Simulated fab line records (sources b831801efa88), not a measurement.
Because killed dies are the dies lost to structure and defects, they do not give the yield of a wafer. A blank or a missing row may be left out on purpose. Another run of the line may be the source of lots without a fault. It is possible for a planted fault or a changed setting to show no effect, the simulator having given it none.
fab line records    flow gf180mcu    part 1 of 2: steps 1 to 30 of 39
record lots=5  wafers=15  last_day=33
route steps=602 shown V5@551 TOP_METAL@567 PASSIVATION@587
lots untouched by any fault: they come from a run of this same line in which no faults occurred
start_h: start of the lot's first displayed wafer, in hours after the record's first day    wait_h: hours since the lot's step before    " unchanged from the row above    L1.1+2: a single row standing in for several wafers    - either no value or no given start    * or withheld: withheld    < > ~ a bound
route shown NAME@n: NAME is a module with steps in the file, n the number in the route of the first one    usual: the fault-free wafers' mean and standard deviation    same: alike in all rows    chamber/n: place in a boat    sites: the reading at each site    _std_site: how widely they spread, as a standard deviation    _edge_site: inner sites' mean taken away from outer sites' mean    radius_mm: how far each site lies from the wafer's centre    mask NAME#n: copy n    behind: the tool/chamber that last shaped the wafer    hold: what put the lot on hold/how long, in hours/how the hold closed    device: whichever transistor did not switch (one of n, p or np)    end of line: tests run on the same wafers once the route is complete    for a step that has no rows: nothing shown but its recipe    killed: dies that structure and defects cost at the first sort, which is not the same as the wafer's yield    map: shows each die of a wafer: x if killed, . if not, _ if none is there
set.NAME: the run value of the setting; set.NAME@STEP: its run value at that earlier step    model.NAME: the simulator's own value behind a step, which no gauge read
lots at selected steps of the route; one table per step, one row per wafer
services: from which hour (start_h, from the record's first day; less than 0 if before it) a tool's chamber was out of use, for how many hours, and why
## steps
# step GF_V5_EXPOSE_11
# recipe mask_id=Via5  target_cd_nm=260  na=0.68  source_shape=conventional  sigma_outer=0.6  dose_mj=38
lot.wafer   tool            chamber  start_h  wait_h  mask
L075.2+4+5  krf_scanner-01  0        -        -       Via5#0
L079.2+3+4  krf_scanner-01  0        -        -       Via5#0
L087.2+3+6  krf_scanner-02  0        -        -       Via5#0
L090.3+4+6  krf_scanner-01  0        -        -       Via5#0
L091.3+4+6  krf_scanner-01  0        -        -       Via5#0
# step GF_V5_PEB_12
# recipe peb_temp_c=135  peb_time_s=90  resist=KrF
lot.wafer   tool            chamber  start_h  wait_h
L075.2+4+5  litho_track-01  0        -        -
L079.2+3+4  litho_track-04  0        -        -
L087.2+3+6  litho_track-01  0        -        -
L090.3+4+6  litho_track-03  0        -        -
L091.3+4+6  litho_track-03  0        -        -
# step GF_V5_DEVELOP_13
# recipe develop_time_s=60  resist=KrF  dev_temp_c=21
lot.wafer   tool            chamber  start_h  wait_h
L075.2+4+5  litho_track-01  0        635.92   0.2
L079.2+3+4  litho_track-04  0        665.11   0.2
L087.2+3+6  litho_track-01  0        720.02   0.2
L090.3+4+6  litho_track-03  0        745.20   0.1
L091.3+4+6  litho_track-03  0        749.45   0.1
# step GF_V5_CD_MEAS_14
# recipe target_cd_nm=260
# usual cd_nm=260.2/1.3
lot.wafer  tool       chamber  start_h  wait_h  cd_nm
L075.2     cd_sem-02  -        636.07   0.1     260.6
L075.4     "          -        "        "       259.3
L075.5     "          -        "        "       259.7
L079.2     cd_sem-01  -        665.26   0.1     259.0
L079.3     "          -        "        "       259.9
L079.4     "          -        "        "       260.7
L087.2     cd_sem-02  -        720.19   0.1     257.7
L087.3     "          -        "        "       258.2
L087.6     "          -        "        "       259.8
L090.3     cd_sem-01  -        745.34   0.1     261.4
L090.4     "          -        "        "       261.3
L090.6     "          -        "        "       262.0
L091.3     cd_sem-01  -        749.59   0.1     259.7
L091.4     "          -        "        "       258.1
L091.6     "          -        "        "       260.8
# step GF_V5_OVL_MEAS_15
# usual V5_OVL=-5/5.6
lot.wafer  tool        chamber  start_h  wait_h  V5_OVL[nm]
L075.2     overlay-02  -        636.17   0.1     -6
L075.4     "           -        "        "       -5
L075.5     "           -        "        "       -9
L079.2     overlay-01  -        665.36   0.1     1
L079.3     "           -        "        "       3
L079.4     "           -        "        "       6
L087.2     overlay-01  -        720.30   0.1     -6
L087.3     "           -        "        "       0
L087.6     "           -        "        "       -15
L090.3     overlay-02  -        745.43   0.1     -9
L090.4     "           -        "        "       -17
L090.6     "           -        "        "       -7
L091.3     overlay-02  -        749.68   0.1     -5
L091.4     "           -        "        "       -6
L091.6     "           -        "        "       -10
# step GF_V5_ETCH_16
# recipe chemistry=N2/H2  target_depth_a=withheld  overetch_a=withheld  time_s=withheld  target=BARC  ion_energy_ev=200  source_w=500  bias_w=100  pressure_mtorr=30  n2_flow_sccm=100  h2_flow_sccm=200
# usual drypump_motor_current_A=5.60/0.29  oes_product_au=0.854/0.0047  throttle_valve_pct=13.225/0.0098
lot.wafer  tool         chamber  start_h  wait_h  drypump_motor_current_A  oes_product_au  throttle_valve_pct
L075.2     rie_diel-01  2        636.20   0.0     5.52                     0.852           13.230
L075.4     "            0        "        "       5.04                     0.857           13.222
L075.5     "            2        "        "       5.49                     0.856           13.231
L079.2     rie_diel-01  1        665.39   0.0     5.61                     0.860           13.238
L079.3     "            3        "        "       6.11                     0.853           13.233
L079.4     "            2        "        "       5.48                     0.848           13.230
L087.2     rie_diel-01  2        720.33   0.0     5.50                     0.858           13.247
L087.3     "            1        "        "       5.66                     0.858           13.209
L087.6     "            0        "        "       5.00                     0.854           13.234
L090.3     rie_diel-03  2        745.46   0.0     5.60                     0.855           13.214
L090.4     "            1        "        "       5.67                     0.854           13.233
L090.6     "            2        "        "       5.65                     0.860           13.246
L091.3     rie_diel-01  0        749.71   0.0     5.02                     0.853           13.232
L091.4     "            2        "        "       5.51                     0.854           13.224
L091.6     "            2        "        "       5.48                     0.842           13.209
# step GF_V5_ETCH_17
# recipe chemistry=C4F8/O2/Ar  mask_material=KrF  target=SiO2  stop_on=TiN  source_w=1500  bias_w=1200  pressure_mtorr=40  c4f8_flow_sccm=withheld  O2_flow_sccm=6  Ar_flow_sccm=300  time_s=withheld  target_depth_a=8550
# usual oes_product_au=0.859/0.0046
lot.wafer  tool         chamber  start_h  wait_h  oes_product_au
L075.2     rie_diel-01  2        -        -       0.863
L075.4     "            0        "        "       0.858
L075.5     "            2        "        "       0.859
L079.2     rie_diel-01  1        -        -       0.855
L079.3     "            3        "        "       0.869
L079.4     "            2        "        "       0.855
L087.2     rie_diel-01  2        -        -       0.859
L087.3     "            1        "        "       0.873
L087.6     "            0        "        "       0.861
L090.3     rie_diel-03  2        -        -       0.862
L090.4     "            1        "        "       0.859
L090.6     "            2        "        "       0.859
L091.3     rie_diel-01  0        -        -       0.857
L091.4     "            2        "        "       0.869
L091.6     "            2        "        "       0.856
# step GF_V5_STRIP_18
# recipe chemistry=O2/N2  power_w=1400  pressure_mtorr=1500  platen_temp_c=250  o2_flow_sccm=3000  n2_flow_sccm=300  overash_fraction=0.5
# usual drypump_motor_current_A=5.78/0.16  heater_power_w=324/18  oes_product_au=0.569/0.005
lot.wafer  tool             chamber  start_h  wait_h  drypump_motor_current_A  heater_power_w  oes_product_au  rf_hours_counter_h
L075.2     plasma_asher-02  1        636.36   -       5.60                     339             0.564           83
L075.4     "                1        "        "       5.61                     339             0.570           -
L075.5     "                0        "        "       5.63                     335             0.575           -
L079.2     plasma_asher-02  0        665.54   -       5.63                     333             0.572           86
L079.3     "                1        "        "       5.61                     337             0.562           -
L079.4     "                0        "        "       5.64                     341             0.559           -
L087.2     plasma_asher-02  1        720.48   -       5.63                     341             0.577           92
L087.3     "                0        "        "       5.62                     348             0.570           -
L087.6     "                0        "        "       5.62                     339             0.569           -
L090.3     plasma_asher-01  0        745.64   -       5.93                     285             0.572           -
L090.4     "                1        "        "       5.87                     314             0.576           -
L090.6     "                1        "        "       5.89                     324             0.564           -
L091.3     plasma_asher-01  1        749.89   -       5.90                     323             0.572           -
L091.4     "                0        "        "       5.98                     290             0.572           -
L091.6     "                1        "        "       5.89                     318             0.572           -
# step GF_V5_STRIP_19
# recipe chemistry=post_etch_residue_remover  time_s=1200  temp_c=72.5
lot.wafer   tool          chamber  start_h  wait_h
L075.2+4+5  wet_bench-02  3        636.46   0.1
L079.2+3+4  wet_bench-04  3        665.64   0.1
L087.2+3+6  wet_bench-04  0        720.58   0.1
L090.3+4+6  wet_bench-02  0        745.71   0.0
L091.3+4+6  wet_bench-04  3        749.96   0.0
# step GF_V5_CLEAN_20
# recipe chemistry=DIW  dry=n2_spin
lot.wafer   tool          chamber  start_h  wait_h
L075.2+4+5  wet_bench-04  0        637.14   0.0
L079.2+3+4  wet_bench-03  2        666.02   0.0
L087.2+3+6  wet_bench-03  3        720.92   0.0
L090.3+4+6  wet_bench-04  1        746.08   0.0
L091.3+4+6  wet_bench-03  3        750.33   0.0
# step GF_V5_SPUTTER_21
# recipe material=Ti  target_thk_nm=15  chamber_pressure_pa=5  power_w=2500  substrate_temp_c=200  time_s=80.02
# usual throttle_valve_pct=30.5/0.83
lot.wafer  tool            chamber  start_h  wait_h  throttle_valve_pct
L075.2     pvd_sputter-03  -        637.24   0.0     30.9
L075.4     "               -        "        "       30.1
L075.5     "               -        "        "       30.3
L079.2     pvd_sputter-04  -        666.12   0.0     30.0
L079.3     "               -        "        "       30.5
L079.4     "               -        "        "       30.4
L087.2     pvd_sputter-03  -        721.01   0.0     30.7
L087.3     "               -        "        "       29.9
L087.6     "               -        "        "       29.9
L090.3     pvd_sputter-03  -        746.18   0.0     29.9
L090.4     "               -        "        "       30.2
L090.6     "               -        "        "       29.6
L091.3     pvd_sputter-02  -        750.43   0.0     29.0
L091.4     "               -        "        "       31.2
L091.6     "               -        "        "       31.3
# step GF_V5_SPUTTER_22
# recipe material=TiN  target_thk_nm=10  chamber_pressure_pa=5  power_w=4000  time_s=40
# usual throttle_valve_pct=30.4/0.87
lot.wafer  tool            chamber  start_h  wait_h  throttle_valve_pct
L075.2     pvd_sputter-03  -        637.30   0.0     30.7
L075.4     "               -        "        "       30.0
L075.5     "               -        "        "       29.9
L079.2     pvd_sputter-04  -        666.18   0.0     29.9
L079.3     "               -        "        "       30.2
L079.4     "               -        "        "       30.5
L087.2     pvd_sputter-03  -        721.07   0.0     30.8
L087.3     "               -        "        "       30.0
L087.6     "               -        "        "       29.7
L090.3     pvd_sputter-03  -        746.24   0.0     29.9
L090.4     "               -        "        "       30.3
L090.6     "               -        "        "       29.8
L091.3     pvd_sputter-02  -        750.49   0.0     29.0
L091.4     "               -        "        "       31.1
L091.6     "               -        "        "       31.1
# step GF_V5_CVD_23
# recipe material=W  target_thk_nm=350  time_s=104.9  temp_c=400  pressure_torr=40
# usual heater_power_outer_w=546/46  heater_power_w=875/64
lot.wafer  tool      chamber  start_h  wait_h  heater_power_outer_w  heater_power_w
L075.2     cvd_w-01  1        637.34   0.0     503                   804
L075.4     "         1        "        "       504                   815
L075.5     "         1        "        "       499                   799
L079.2     cvd_w-02  0        666.22   0.0     566                   887
L079.3     "         0        "        "       575                   876
L079.4     "         1        "        "       642                   989
L087.2     cvd_w-01  1        721.11   0.0     499                   814
L087.3     "         1        "        "       507                   811
L087.6     "         0        "        "       565                   883
L090.3     cvd_w-02  0        746.32   0.1     560                   892
L090.4     "         1        "        "       642                   1021
L090.6     "         1        "        "       643                   999
L091.3     cvd_w-01  1        750.57   0.1     503                   818
L091.4     "         0        "        "       544                   865
L091.6     "         1        "        "       512                   833
# step GF_V5_RS_MEAS_24
# recipe thk_meas_gauge=four-point-probe  reads=W_of_V5_CVD_23+TiN_of_V5_SPUTTER_22+Ti_of_V5_SPUTTER_21
# usual V5_W_RS=0.3285/0.0028
lot.wafer  tool           chamber  start_h  wait_h  V5_W_RS[ohm/sq]
L075.2     film_metro-02  -        637.47   0.1     0.3254
L075.4     "              -        "        "       0.3317
L075.5     "              -        "        "       0.3285
L079.2     film_metro-01  -        666.35   0.1     0.3324
L079.3     "              -        "        "       0.3283
L079.4     "              -        "        "       0.3284
L087.2     film_metro-01  -        721.24   0.1     0.3334
L087.3     "              -        "        "       0.3256
L087.6     "              -        "        "       0.3259
L090.3     film_metro-01  -        746.43   0.1     0.3301
L090.4     "              -        "        "       0.3285
L090.6     "              -        "        "       0.3325
L091.3     film_metro-01  -        750.68   0.1     0.3271
L091.4     "              -        "        "       0.3276
L091.6     "              -        "        "       0.3286
# step GF_V5_THK_MEAS_25
# recipe thk_meas_gauge=xrf  reads=W_of_V5_CVD_23
# usual V5_W_THK=337.5/2.7
lot.wafer  tool           chamber  start_h  wait_h  V5_W_THK[nm]
L075.2     film_metro-02  -        637.58   0.1     339.5
L075.4     "              -        "        "       335.2
L075.5     "              -        "        "       337.5
L079.2     film_metro-01  -        666.46   0.1     332.5
L079.3     "              -        "        "       336.8
L079.4     "              -        "        "       334.0
L087.2     film_metro-01  -        721.35   0.1     331.8
L087.3     "              -        "        "       339.0
L087.6     "              -        "        "       339.4
L090.3     film_metro-01  -        746.53   0.1     336.5
L090.4     "              -        "        "       339.0
L090.6     "              -        "        "       335.9
L091.3     film_metro-01  -        750.78   0.1     340.2
L091.4     "              -        "        "       340.3
L091.6     "              -        "        "       338.8
# step GF_V5_CMP_26
# recipe stop_on=SiO2  down_force_psi=3.5  platen_rpm=60  t_overpolish_s=15  target_thk_nm=0  pad_velocity_m_s=0.94248
# usual motor_current_A=11.1/1.2  overpolish_run_s=15.000/0.0089  time_to_endpoint_s=84/3.7
lot.wafer  tool    chamber  start_h  wait_h  motor_current_A  overpolish_run_s  time_to_endpoint_s
L075.4     cmp-01  0        637.63   0.0     10.0             14.996            81
L075.2     "       3        "        "       12.3             15.001            82
L075.5     "       0        "        "       9.6              14.998            81
L079.2     cmp-02  1        666.51   0.0     10.6             15.005            83
L079.4     "       3        "        "       12.6             15.001            88
L079.3     "       0        "        "       11.2             15.001            92
L087.3     cmp-01  0        721.68   0.3     10.1             14.981            83
L087.2     "       1        "        "       12.4             14.996            83
L087.6     "       3        "        "       11.4             14.986            84
L090.3     cmp-02  3        746.57   0.0     12.9             14.991            81
L090.4     "       0        "        "       11.4             15.008            84
L090.6     "       0        "        "       11.8             14.982            85
L091.3     cmp-01  3        750.92   0.1     11.7             14.999            85
L091.4     "       0        "        "       10.5             15.013            82
L091.6     "       2        "        "       9.4              15.006            85
# step GF_TOP_METAL_SPUTTER_00
# recipe material=Ti  target_thk_nm=37.5  arriving_ion_energy_ev=80  substrate_temp_c=200  chamber_pressure_pa=2  power_w=4000  time_s=150
# usual throttle_valve_pct=30.2/0.94
lot.wafer  tool            chamber  start_h  wait_h  throttle_valve_pct
L075.2     pvd_sputter-01  -        637.93   0.1     30.3
L075.4     "               -        "        "       30.9
L075.5     "               -        "        "       30.4
L079.2     pvd_sputter-01  -        666.81   0.2     30.0
L079.3     "               -        "        "       30.1
L079.4     "               -        "        "       27.6
L087.2     pvd_sputter-01  -        721.88   0.1     27.7
L087.3     "               -        "        "       30.9
L087.6     "               -        "        "       30.8
L090.3     pvd_sputter-01  -        746.87   0.2     29.7
L090.4     "               -        "        "       30.8
L090.6     "               -        "        "       31.0
L091.3     pvd_sputter-03  -        751.12   0.1     30.1
L091.4     "               -        "        "       31.2
L091.6     "               -        "        "       30.2
# step GF_TOP_METAL_SPUTTER_01
# recipe material=TiN  target_thk_nm=30  power_w=6500  time_s=25  chamber_pressure_pa=0.4
# usual throttle_valve_pct=30.2/0.95
lot.wafer  tool            chamber  start_h  wait_h  throttle_valve_pct
L075.2     pvd_sputter-01  -        638.03   0.1     30.3
L075.4     "               -        "        "       30.6
L075.5     "               -        "        "       30.3
L079.2     pvd_sputter-01  -        666.91   0.1     29.9
L079.3     "               -        "        "       30.1
L079.4     "               -        "        "       27.9
L087.2     pvd_sputter-01  -        721.98   0.1     27.6
L087.3     "               -        "        "       31.0
L087.6     "               -        "        "       31.0
L090.3     pvd_sputter-01  -        746.97   0.1     29.8
L090.4     "               -        "        "       30.8
L090.6     "               -        "        "       30.8
L091.3     pvd_sputter-03  -        751.22   0.1     30.2
L091.4     "               -        "        "       31.0
L091.6     "               -        "        "       30.1
# step GF_TOP_METAL_SPUTTER_02
# recipe material=AlCu  target_thk_nm=900  power_w=10600  chamber_pressure_pa=0.3  substrate_temp_c=250  gas=Ar  time_s=47.82
# usual throttle_valve_pct=30.2/0.95
lot.wafer  tool            chamber  start_h  wait_h  throttle_valve_pct
L075.2     pvd_sputter-01  -        638.06   0.0     30.1
L075.4     "               -        "        "       30.9
L075.5     "               -        "        "       30.1
L079.2     pvd_sputter-01  -        666.94   0.0     30.1
L079.3     "               -        "        "       30.1
L079.4     "               -        "        "       28.0
L087.2     pvd_sputter-01  -        722.02   0.0     27.6
L087.3     "               -        "        "       30.9
L087.6     "               -        "        "       30.8
L090.3     pvd_sputter-01  -        747.00   0.0     29.7
L090.4     "               -        "        "       30.9
L090.6     "               -        "        "       30.7
L091.3     pvd_sputter-03  -        751.25   0.0     30.3
L091.4     "               -        "        "       31.0
L091.6     "               -        "        "       30.3
# step GF_TOP_METAL_SPUTTER_03
# recipe material=Ti  target_thk_nm=5  substrate_temp_c=300  chamber_pressure_pa=0.3  power_w=3000  time_s=3.3
# usual throttle_valve_pct=30.2/0.96
lot.wafer  tool            chamber  start_h  wait_h  throttle_valve_pct
L075.2     pvd_sputter-01  -        638.11   0.0     29.9
L075.4     "               -        "        "       30.7
L075.5     "               -        "        "       30.4
L079.2     pvd_sputter-01  -        666.98   0.0     29.8
L079.3     "               -        "        "       30.3
L079.4     "               -        "        "       27.6
L087.2     pvd_sputter-01  -        722.06   0.0     27.6
L087.3     "               -        "        "       30.8
L087.6     "               -        "        "       30.7
L090.3     pvd_sputter-01  -        747.05   0.0     29.8
L090.4     "               -        "        "       30.8
L090.6     "               -        "        "       30.9
L091.3     pvd_sputter-03  -        751.30   0.0     30.0
L091.4     "               -        "        "       31.0
L091.6     "               -        "        "       30.0
# step GF_TOP_METAL_SPUTTER_04
# recipe material=TiN  target_thk_nm=25  power_w=6500  time_s=20.8  chamber_pressure_pa=0.4
# usual throttle_valve_pct=30.2/0.95
lot.wafer  tool            chamber  start_h  wait_h  throttle_valve_pct
L075.2     pvd_sputter-01  -        638.13   0.0     30.0
L075.4     "               -        "        "       30.9
L075.5     "               -        "        "       30.3
L079.2     pvd_sputter-01  -        667.00   0.0     29.7
L079.3     "               -        "        "       30.3
L079.4     "               -        "        "       27.8
L087.2     pvd_sputter-01  -        722.08   0.0     27.8
L087.3     "               -        "        "       30.5
L087.6     "               -        "        "       30.9
L090.3     pvd_sputter-01  -        747.07   0.0     29.7
L090.4     "               -        "        "       30.9
L090.6     "               -        "        "       30.7
L091.3     pvd_sputter-03  -        751.32   0.0     30.3
L091.4     "               -        "        "       30.9
L091.6     "               -        "        "       30.3
# step GF_TOP_METAL_RS_MEAS_05
# recipe thk_meas_gauge=four-point-probe  reads=TiN_of_TOP_METAL_SPUTTER_04+Ti_of_TOP_METAL_SPUTTER_03+AlCu_of_TOP_METAL_SPUTTER_02+TiN_of_TOP_METAL_SPUTTER_01+Ti_of_TOP_METAL_SPUTTER_00
# usual TOP_METAL_ALCU_RS=0.0327/0.00048
lot.wafer  tool           chamber  start_h  wait_h  TOP_METAL_ALCU_RS[ohm/sq]
L075.2     film_metro-03  -        638.17   0.0     0.0324
L075.4     "              -        "        "       0.0328
L075.5     "              -        "        "       0.0322
L079.2     film_metro-01  -        667.05   0.0     0.0331
L079.3     "              -        "        "       0.0329
L079.4     "              -        "        "       0.0336
L087.2     film_metro-04  -        722.13   0.0     0.0334
L087.3     "              -        "        "       0.0333
L087.6     "              -        "        "       0.0334
L090.3     film_metro-01  -        747.13   0.1     0.0333
L090.4     "              -        "        "       0.0334
L090.6     "              -        "        "       0.0334
L091.3     film_metro-03  -        751.38   0.1     0.0327
L091.4     "              -        "        "       0.0333
L091.6     "              -        "        "       0.0325
# step GF_TOP_METAL_THK_MEAS_06
# recipe thk_meas_gauge=xrf  reads=AlCu_of_TOP_METAL_SPUTTER_02
# usual TOP_METAL_ALCU_THK=907/14
lot.wafer  tool           chamber  start_h  wait_h  TOP_METAL_ALCU_THK[nm]
L075.2     film_metro-03  -        638.28   0.1     920
L075.4     "              -        "        "       904
L075.5     "              -        "        "       920
L079.2     film_metro-01  -        667.16   0.1     901
L079.3     "              -        "        "       915
L079.4     "              -        "        "       891
L087.2     film_metro-04  -        722.24   0.1     887
L087.3     "              -        "        "       887
L087.6     "              -        "        "       885
L090.3     film_metro-01  -        747.23   0.1     894
L090.4     "              -        "        "       893
L090.6     "              -        "        "       890
L091.3     film_metro-03  -        751.48   0.1     914
L091.4     "              -        "        "       892
L091.6     "              -        "        "       914
# step GF_TOP_METAL_DEHYDRATE_07
# recipe temp_c=200  time_s=60
lot.wafer   tool            chamber  start_h  wait_h
L075.2+4+5  litho_track-02  0        647.17   8.9
L079.2+3+4  litho_track-01  0        675.87   8.7
L087.2+3+6  litho_track-02  0        730.02   7.8
L090.3+4+6  litho_track-04  0        755.43   8.2
L091.3+4+6  litho_track-01  0        759.15   7.7
# step GF_TOP_METAL_HMDS_08
# recipe prime_time_s=60  prime_temp_c=120
lot.wafer   tool            chamber  start_h  wait_h
L075.2+4+5  litho_track-02  0        647.32   0.1
L079.2+3+4  litho_track-01  0        676.02   0.1
L087.2+3+6  litho_track-02  0        730.17   0.1
L090.3+4+6  litho_track-04  0        755.58   0.1
L091.3+4+6  litho_track-01  0        759.30   0.1
# step GF_TOP_METAL_COAT_09
# recipe resist=NOVOLAK  spin_rpm=3000  resist_thk_nm=1500
lot.wafer   tool            chamber  start_h  wait_h
L075.2+4+5  litho_track-02  0        647.47   0.1
L079.2+3+4  litho_track-01  0        676.17   0.1
L087.2+3+6  litho_track-02  0        730.32   0.1
L090.3+4+6  litho_track-04  0        755.73   0.1
L091.3+4+6  litho_track-01  0        759.45   0.1
# step GF_TOP_METAL_SOFTBAKE_10
# recipe temp_c=90  time_s=60  resist=NOVOLAK
lot.wafer   tool            chamber  start_h  wait_h
L075.2+4+5  litho_track-02  0        647.62   0.1
L079.2+3+4  litho_track-01  0        676.32   0.1
L087.2+3+6  litho_track-02  0        730.47   0.1
L090.3+4+6  litho_track-04  0        755.88   0.1
L091.3+4+6  litho_track-01  0        759.60   0.1
# step GF_TOP_METAL_EXPOSE_11
# recipe mask_id=MetalTop  target_cd_nm=440  na=0.6  source_shape=conventional  sigma_outer=0.6  dose_mj=170
lot.wafer   tool              chamber  start_h  wait_h  mask
L075.2+4+5  iline_stepper-02  0        -        -       MetalTop#0
L079.2+3+4  iline_stepper-02  0        -        -       MetalTop#0
L087.2+3+6  iline_stepper-02  0        -        -       MetalTop#0
L090.3+4+6  iline_stepper-02  0        -        -       MetalTop#0
L091.3+4+6  iline_stepper-01  0        -        -       MetalTop#0
# step GF_TOP_METAL_PEB_12
# recipe temp_c=withheld  time_s=*  resist=NOVOLAK
lot.wafer   tool            chamber  start_h  wait_h
L075.2+4+5  litho_track-04  0        -        -
L079.2+3+4  litho_track-02  0        -        -
L087.2+3+6  litho_track-04  0        -        -
L090.3+4+6  litho_track-04  0        -        -
L091.3+4+6  litho_track-04  0        -        -
# step GF_TOP_METAL_DEVELOP_13
# recipe develop_time_s=60  dev_temp_c=23
lot.wafer   tool            chamber  start_h  wait_h
L075.2+4+5  litho_track-04  0        657.16   0.1
L079.2+3+4  litho_track-02  0        685.47   0.1
L087.2+3+6  litho_track-04  0        739.11   0.1
L090.3+4+6  litho_track-04  0        763.13   0.1
L091.3+4+6  litho_track-04  0        767.38   0.1
